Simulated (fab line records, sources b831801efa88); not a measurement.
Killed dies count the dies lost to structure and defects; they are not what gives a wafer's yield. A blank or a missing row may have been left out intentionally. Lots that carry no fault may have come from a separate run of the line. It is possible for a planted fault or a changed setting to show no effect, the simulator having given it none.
A single fault, viewed from 2 desks + flow sky130 + every desk sees just its own numbers, and what lay behind them comes last

## FROM THE METROLOGY DESK
Lot by lot, what the gauges showed, no matter which tool ran the lot: averages of those sampled wafers that carry a number. A lot is out of limits, marked OUT, if its mean lies more than 4 standard deviations from the usual mean; the brackets give that distance.
Columns: A = CONTACT_BOW at SKY_CONTACT_BOW_MEAS_05, usual 83 um; B = cd-nm at SKY_CONTACT_CD_MEAS_14, usual 169.5 nm; C = CONTACT_OVL at SKY_CONTACT_OVL_MEAS_15, usual 3 nm
| lot  | first seen here | A  | B     | C  |
|------|-----------------|----|-------|----|
| L518 | day 31 15:21    | 87 | 168.8 | 14 |
| L526 | day 33 09:52    | 77 | 169.9 | 4  |
| L528 | day 33 16:55    | 86 | 170.5 | 2  |
| L533 | day 35 10:20    | 83 | 167.3 | 5  |
| L541 | day 38 02:34    | 92 | 168.8 | 6  |
This desk found nothing out of limits on any of the 5 lots.

## THE TOOL OWNER'S DESK: rie-diel-04
The tool's own readings at SKY_CONTACT_ETCH_17 (etches SiO2 in C4F8/O2/Ar, stops on Si3N4, target depth 340 nm): means of the sampled wafers that have a number, for each lot that ran on this tool. A lot is out of limits, marked OUT, if its mean lies more than 4 standard deviations from the usual mean; the brackets give that distance.
Columns: A = bias-w at SKY_CONTACT_ETCH_17, usual 1200 W; B = oes-product-au at SKY_CONTACT_ETCH_17, usual 0.891 a.u.; C = rf-fwd-power-W at SKY_CONTACT_ETCH_17, usual 1488 W
| lot  | first seen here | A               | B     | C    |
|------|-----------------|-----------------|-------|------|
| L526 | day 34 12:50    | 1198            | 0.892 | 1493 |
| L528 | day 34 19:44    | 1222 (+6.6) OUT | 0.891 | 1489 |
This desk's finding: out of limits on L528; first on L528, day 34 19:44 (bias-w at SKY_CONTACT_ETCH_17). In limits: L526.

## PUT TOGETHER
An alarm could have come from the tool owner's desk at day 34 19:44, on L528.
At the metrology desk, nothing out of limits was observed.
The metrology desk holds a record of L528, inside its limits.
The lots listed all ran SKY_CONTACT_ETCH_17 on rie-diel-04.

## WHAT THE SIMULATOR PUT IN
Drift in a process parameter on rie-diel-04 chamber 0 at SKY_CONTACT_ETCH_17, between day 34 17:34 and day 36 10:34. Setting bias-w, moved by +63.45, from 1200. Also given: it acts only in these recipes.
Lots struck among those shown: L528.
Each desk's first reading out of limits, in hours after the fault started: the tool owner's desk, 2.
